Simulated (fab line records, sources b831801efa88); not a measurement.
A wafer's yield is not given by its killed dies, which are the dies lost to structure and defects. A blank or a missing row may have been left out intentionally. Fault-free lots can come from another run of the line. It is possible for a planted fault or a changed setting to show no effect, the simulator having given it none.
Matching of chambers || flow sfq_line || SFQ_TRILAYER_I0_VIA_ETCH_VIA_ETCH_034 on rie_diel-01: 4 sister chambers
The step etches SiO2 in CHF3, stops on Nb, target depth 260 nm. 14 wafers are shown with their chamber, then 7 later ones without.

EACH WAFER AND ITS CHAMBER
{"wafer": "L336.1", "chamber": 2, "drypump_motor_current_A (A)": 5.8, "oes_product_au (a.u.)": 0.856}
{"wafer": "L336.4", "chamber": 0, "drypump_motor_current_A (A)": 6.4, "oes_product_au (a.u.)": 0.855}
{"wafer": "L336.6", "chamber": 1, "drypump_motor_current_A (A)": 4.9, "oes_product_au (a.u.)": 0.860}
{"wafer": "L337.3", "chamber": 0, "drypump_motor_current_A (A)": 6.4, "oes_product_au (a.u.)": 0.853}
{"wafer": "L337.4", "chamber": 3, "drypump_motor_current_A (A)": 5.9, "oes_product_au (a.u.)": 0.851}
{"wafer": "L337.5", "chamber": 3, "drypump_motor_current_A (A)": 5.9, "oes_product_au (a.u.)": 0.857}
{"wafer": "L338.2", "chamber": 0, "drypump_motor_current_A (A)": 6.4, "oes_product_au (a.u.)": 0.843}
{"wafer": "L338.5", "chamber": 0, "drypump_motor_current_A (A)": 6.4, "oes_product_au (a.u.)": 0.853}
{"wafer": "L338.6", "chamber": 1, "drypump_motor_current_A (A)": 4.9, "oes_product_au (a.u.)": 0.848}
{"wafer": "L339.1", "chamber": 3, "drypump_motor_current_A (A)": 5.8, "oes_product_au (a.u.)": 0.863}
{"wafer": "L339.4", "chamber": 0, "drypump_motor_current_A (A)": 6.4, "oes_product_au (a.u.)": 0.851}
{"wafer": "L339.6", "chamber": 1, "drypump_motor_current_A (A)": 4.9, "oes_product_au (a.u.)": 0.851}
{"wafer": "L341.2", "chamber": 3, "drypump_motor_current_A (A)": 5.8, "oes_product_au (a.u.)": 0.861}
{"wafer": "L341.3", "chamber": 0, "drypump_motor_current_A (A)": 6.4, "oes_product_au (a.u.)": 0.856}

SIGNATURES (means of the wafers above)
{"reading": "drypump_motor_current_A", "chamber 0": 6.400, "chamber 1": 4.900, "chamber 2": 5.800, "chamber 3": 5.850, "scatter within a chamber": 0.0316}
{"reading": "oes_product_au", "chamber 0": 0.85183, "chamber 1": 0.85300, "chamber 2": 0.85600, "chamber 3": 0.85800, "scatter within a chamber": 0.0052}
Rule: for each reading, subtract the chamber's mean from the wafer's reading, divide by that reading's scatter and square the result; add these up over the readings and take the root, which gives the wafer's distance from the chamber. The wafer belongs to the nearest chamber; if the next one is less than 2 further off, it can't be placed. How the scatter is found: for the shown wafers, subtract from each reading the mean of its chamber, square and add these, divide the total by (wafers less chambers), then take the root.

WAFERS MISSING THEIR CHAMBER
{"wafer": "L341.5", "drypump_motor_current_A (A)": 4.9, "oes_product_au (a.u.)": 0.856}
{"wafer": "L355.2", "drypump_motor_current_A (A)": 4.9, "oes_product_au (a.u.)": 0.851}
{"wafer": "L355.3", "drypump_motor_current_A (A)": 5.8, "oes_product_au (a.u.)": 0.856}
{"wafer": "L355.5", "drypump_motor_current_A (A)": 4.9, "oes_product_au (a.u.)": 0.844}
{"wafer": "L356.2", "drypump_motor_current_A (A)": 5.8, "oes_product_au (a.u.)": 0.863}
{"wafer": "L356.3", "drypump_motor_current_A (A)": 4.9, "oes_product_au (a.u.)": 0.852}
{"wafer": "L356.6", "drypump_motor_current_A (A)": 5.8, "oes_product_au (a.u.)": 0.849}

CHAMBER TAKEN BY EACH
{"wafer": "L341.5", "from the rows above": 1, "in truth": 1}
{"wafer": "L355.2", "from the rows above": 1, "in truth": 1}
{"wafer": "L355.3", "from the rows above": "can't be placed: 2 or 3", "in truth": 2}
{"wafer": "L355.5", "from the rows above": 1, "in truth": 1}
{"wafer": "L356.2", "from the rows above": "can't be placed: 2 or 3", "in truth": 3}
{"wafer": "L356.3", "from the rows above": 1, "in truth": 1}
{"wafer": "L356.6", "from the rows above": "can't be placed: 2 or 3", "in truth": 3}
Placed correctly: 4 of 7. Cannot be placed on the basis of these rows: 3; the candidates contain the true chamber in 3. Placed wrongly: 0.
